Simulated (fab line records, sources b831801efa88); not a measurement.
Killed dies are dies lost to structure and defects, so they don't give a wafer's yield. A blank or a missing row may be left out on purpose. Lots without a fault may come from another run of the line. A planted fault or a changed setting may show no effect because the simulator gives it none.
A struck lot beside a sound one | flow gf180mcu | 33 steps out of a route of 602
Sound: wafers L695.3, L695.4, L695.5. Struck: wafers L683.1, L683.4, L683.5. The cause comes at the end.
At each step with rows: each side's tool, then ch and its chambers, then its first start. Under that, the readings that differ: sound wafers | struck wafers | difference of the means | sigmas: that difference in standard deviations of wafers without a fault.
alike: readings whose means differ by less than 2 such deviations, and words and numbers that are the same on both sides. not compared: withheld readings, readings that some wafer has no value for, bounds like >300 that may hide the same value, and numbers for which the record gives no deviation and whose values overlap.
The two part at a step that has a row with sigmas, a row that says differs or no value, or rows on one side only. Numbers that don't overlap but have no deviation are shown without sigmas and don't part them. A reading that every wafer of one side lacks parts them only if that side has two wafers or more.

first, 6 steps without rows for these wafers: GF_DNWELL_COAT_02 (resist thk 3000 nm); GF_DNWELL_SOFTBAKE_03; GF_DNWELL_EXPOSE_04 (exposes mask DNWELL, target cd 1700 nm); GF_DNWELL_PEB_05; GF_DNWELL_DEVELOP_06 (develop time 60 s); GF_DNWELL_IMPLANT_07.
GF_DNWELL_STRIP_08: strips in O2/N2.
  sound on plasma_asher-02 ch 0,1, day 6 10:39; struck on plasma_asher-03 ch 0,1, day 3 15:04
  alike: drypump_motor_current_A, heater_power_w, oes_product_au, strip_time_to_endpoint_s
  not compared: rf_hours_counter_h
GF_DNWELL_TW_MEAS_09:
  sound on film_metro-03, day 6 10:44; struck on film_metro-04, day 3 15:10
  alike: DNWELL_TW
then, 4 steps without rows for these wafers: GF_NWELL_DEHYDRATE_00 (time 60 s); GF_NWELL_HMDS_01 (prime time 60 s); GF_NWELL_COAT_02 (resist thk 3000 nm); GF_NWELL_SOFTBAKE_03.
GF_NWELL_EXPOSE_04: exposes mask Nwell, target cd 860 nm.
  sound on iline_stepper-02 ch 0, day 6 18:39; struck on iline_stepper-01 ch 0, day 3 21:44
  reading | sound                   | struck                        | difference | sigmas
  mask    | Nwell#0 Nwell#0 Nwell#0 | LVPWELL#0 LVPWELL#0 LVPWELL#0 | differs    |
  alike: exposure_dose_mJ_cm2
then, 2 steps without rows for these wafers: GF_NWELL_PEB_05; GF_NWELL_DEVELOP_06 (develop time 60 s).
GF_NWELL_OVL_MEAS_07:
  sound on overlay-02, day 7 01:48; struck on overlay-01, day 4 04:03
  reading        | sound          | struck | difference                    | sigmas
  NWELL_OVL (nm) | -1.2 -1.7 -0.2 | - - -  | no value on the struck wafers |
then, 2 steps without rows for these wafers: GF_NWELL_IMPLANT_08; GF_NWELL_IMPLANT_09.
GF_NWELL_STRIP_10: strips in O2/N2.
  sound on plasma_asher-02 ch 0,1, day 7 02:10; struck on plasma_asher-01 ch 0,1, day 4 04:23
  alike: drypump_motor_current_A, heater_power_w, oes_product_au, strip_time_to_endpoint_s
  not compared: rf_hours_counter_h
GF_NWELL_TW_MEAS_11:
  sound on film_metro-02, day 7 02:14; struck on film_metro-02, day 4 04:29
  reading  | sound          | struck   | difference | sigmas
  NWELL_TW | 1549 1556 1552 | 30 30 30 | -1522      | -99 or more
then, 7 steps without rows for these wafers: GF_LVPWELL_DEHYDRATE_00 (time 60 s); GF_LVPWELL_HMDS_01 (prime time 60 s); GF_LVPWELL_COAT_02 (resist thk 3000 nm); GF_LVPWELL_SOFTBAKE_03; GF_LVPWELL_EXPOSE_04 (exposes mask LVPWELL, target cd 600 nm); GF_LVPWELL_PEB_05; GF_LVPWELL_DEVELOP_06 (develop time 60 s).
GF_LVPWELL_OVL_MEAS_07:
  sound on overlay-01, day 7 17:57; struck on overlay-01, day 4 17:42
  alike: LVPWELL_OVL
then, 2 steps without rows for these wafers: GF_LVPWELL_IMPLANT_08; GF_LVPWELL_IMPLANT_09.
GF_LVPWELL_STRIP_10: strips in O2/N2.
  sound on plasma_asher-02 ch 0,1, day 7 18:19; struck on plasma_asher-01 ch 0, day 4 18:02
  reading                     | sound       | struck      | difference | sigmas
  drypump_motor_current_A (A) | 5.4 5.7 5.4 | 6.6 6.6 6.6 | +1.1       | +2
  alike: heater_power_w, oes_product_au, strip_time_to_endpoint_s
  not compared: rf_hours_counter_h
GF_LVPWELL_TW_MEAS_11:
  sound on film_metro-02, day 7 18:23; struck on film_metro-01, day 4 18:08
  reading    | sound       | struck         | difference | sigmas
  LVPWELL_TW | 558 556 557 | 1566 1566 1559 | +1007      | +99 or more
then, 1 step without rows for these wafers: GF_MVSD_DEHYDRATE_00 (time 60 s).

WHERE THEY PART
First at GF_NWELL_EXPOSE_04; last, within this record, at GF_LVPWELL_TW_MEAS_11.

WHY: what the simulator had put in
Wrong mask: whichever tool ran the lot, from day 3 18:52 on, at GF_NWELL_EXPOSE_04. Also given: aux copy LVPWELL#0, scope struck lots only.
